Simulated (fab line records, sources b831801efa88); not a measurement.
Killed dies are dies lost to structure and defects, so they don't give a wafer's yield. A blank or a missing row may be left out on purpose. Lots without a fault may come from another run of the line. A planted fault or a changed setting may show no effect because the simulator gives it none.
Chamber matching | flow gf180mcu | GF_V1_ETCH_16 on rie_diel-03: 4 sister chambers
The step etches BARC in N2/H2. 4 wafers are shown with their chamber, then 8 later ones without.

WAFERS WITH THEIR CHAMBER
wafer  | chamber | drypump_motor_current_A (A)
L086.3 | 2       | 5.4
L089.5 | 0       | 4.7
L090.1 | 1       | 6.8
L092.1 | 3       | 5.1

WAFERS WITHOUT THEIR CHAMBER
wafer  | drypump_motor_current_A (A)
L092.2 | 6.8
L092.6 | 5.4
L096.1 | 5.3
L096.2 | 4.8
L096.6 | 5.4
L097.1 | 4.8
L097.2 | 5.3
L097.4 | 6.7

WHICH CHAMBER EACH WENT THROUGH
wafer  | from the rows above     | in truth
L092.2 | 1                       | 1
L092.6 | 2                       | 2
L096.1 | can't be placed: 2 or 3 | 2
L096.2 | 0                       | 0
L096.6 | 2                       | 2
L097.1 | 0                       | 0
L097.2 | can't be placed: 2 or 3 | 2
L097.4 | 1                       | 1
Placed correctly: 6 of 8. Can't be placed from these rows: 2 (the true chamber is among the candidates in 2). Placed wrongly: 0.
How it was worked out, from the rows above alone: a wafer's distance from a chamber is the root of the sum, over the readings, of the square of ((its reading less the chamber's mean) divided by the reading's scatter). The wafer belongs to the nearest chamber; if the next one is less than 2 further off, it can't be placed. A chamber's mean is the mean of its shown wafers. The scatter: with one shown wafer a chamber, the root of the mean of the squares of how far each hidden wafer lies from its nearest shown one.
